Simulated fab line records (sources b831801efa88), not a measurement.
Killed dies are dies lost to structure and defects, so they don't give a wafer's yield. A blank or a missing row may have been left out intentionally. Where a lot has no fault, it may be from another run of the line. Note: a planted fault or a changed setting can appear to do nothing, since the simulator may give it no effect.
A lot that was struck, set against a sound lot | flow sky130 | 20 steps out of a route of 708
Sound: these wafers, L200.1, L200.3, L200.6. Struck: wafer L207.1 (left out: L207.6, a lot-mate that was not struck); the cause follows at the end.
Per side, at each step with rows, come the tool, then ch with its chambers, and then its first start. Under that, the readings that differ: sound wafers | struck wafers | difference of the means | sigmas: that difference in standard deviations of wafers without a fault.
alike: readings whose means differ by less than 2 such deviations, and words and numbers that are the same on both sides. not compared: withheld readings, readings that some wafer has no value for, bounds like >300 that may hide the same value, and numbers for which the record gives no deviation and whose values overlap.
The two part at a step that has a row with sigmas, a row that says differs or no value, or rows on one side only. Numbers that don't overlap but have no deviation are shown without sigmas and don't part them. A reading that every wafer of one side lacks parts them only if that side has two wafers or more.

first, 2 steps without rows for these wafers: SKY_PWDE_PEB_05; SKY_PWDE_DEVELOP_06 (develop time 60 s).
SKY_PWDE_OVL_MEAS_07:
  sound on overlay-01, day 5 06:25; struck on overlay-02, day 6 17:10
  alike: PWDE_OVL
then, 1 step without rows for these wafers: SKY_PWDE_IMPLANT_08.
SKY_PWDE_STRIP_09: strips in O2/N2.
  sound on plasma asher-03 ch 0,1, day 5 06:37; struck on plasma asher-01 ch 0, day 6 17:21
  alike: drypump motor current A, oes product au, strip time to endpoint s
  not compared: rf hours counter h
SKY_PWDE_TW_MEAS_10:
  sound on film metro-01, day 5 06:43; struck on film metro-01, day 6 17:27
  alike: PWDE_TW
then, 6 steps without rows for these wafers: SKY_NWELL_DEHYDRATE_03 (time 60 s); SKY_NWELL_HMDS_04 (prime time 60 s); SKY_NWELL_COAT_05 (resist thk 3000 nm); SKY_NWELL_SOFTBAKE_06; SKY_NWELL_EXPOSE_07 (exposes mask NWM, target cd 840 nm); SKY_NWELL_PEB_08.
SKY_NWELL_DEVELOP_09: develop time 60 s.
  sound on litho track-04 ch 0, day 6 01:00; struck on litho track-04 ch 0, day 7 11:00
SKY_NWELL_OVL_MEAS_10:
  sound on overlay-02, day 6 01:27; struck on overlay-02, day 7 11:21
  not compared: NWELL_00_OVL
then, 3 steps without rows for these wafers: SKY_NWELL_IMPLANT_11; SKY_NWELL_IMPLANT_12; SKY_NWELL_IMPLANT_13.
SKY_NWELL_STRIP_14: strips in O2/N2.
  sound on plasma asher-02 ch 0,1, day 6 01:56; struck on plasma asher-02 ch 1, day 7 11:50
  reading                      | sound             | struck | difference | sigmas
  strip time to endpoint s (s) | 37.07 37.04 36.97 | 36.77  | -0.26      | -2
  alike: drypump motor current A, oes product au
  not compared: rf hours counter h
SKY_NWELL_TW_MEAS_15:
  sound on film metro-01, day 6 02:02; struck on film metro-02, day 7 12:10
  reading  | sound          | struck | difference | sigmas
  NWELL_TW | 1842 1839 1843 | 30     | -1811      | -99 or more
  not compared: hold
-- the record jumps here: 41 days lie between the struck wafers' starts before and after (it left off in module NWELL and takes up again in module PAD_OPEN, whose first step shown is number 708 of the route) --
SKY_PAD_OPEN_PROBE_99:
  sound on prober-01, day 47 06:47; struck on prober-02, day 48 14:59
  reading             | sound    | struck                   | difference                   | sigmas
  hold                | - - -    | await dispo/2.0h/release | no value on the sound wafers |
  killed at front end | 11 11 10 | 419                      | +408                         | +89
  killed dies         | 96 92 86 | 492                      | +401                         | +40
  killed on rim       | 17 17 18 | 96                       | +79                          | +20
  alike: killed_at_M0_to_M3, killed_at_M4_up, killed at contacts, killed at other, killed open, killed short

## WHERE THEY PART
Last at SKY_PAD_OPEN_PROBE_99 as far as this record goes, first at SKY_NWELL_STRIP_14.

WHY: what the simulator had put in
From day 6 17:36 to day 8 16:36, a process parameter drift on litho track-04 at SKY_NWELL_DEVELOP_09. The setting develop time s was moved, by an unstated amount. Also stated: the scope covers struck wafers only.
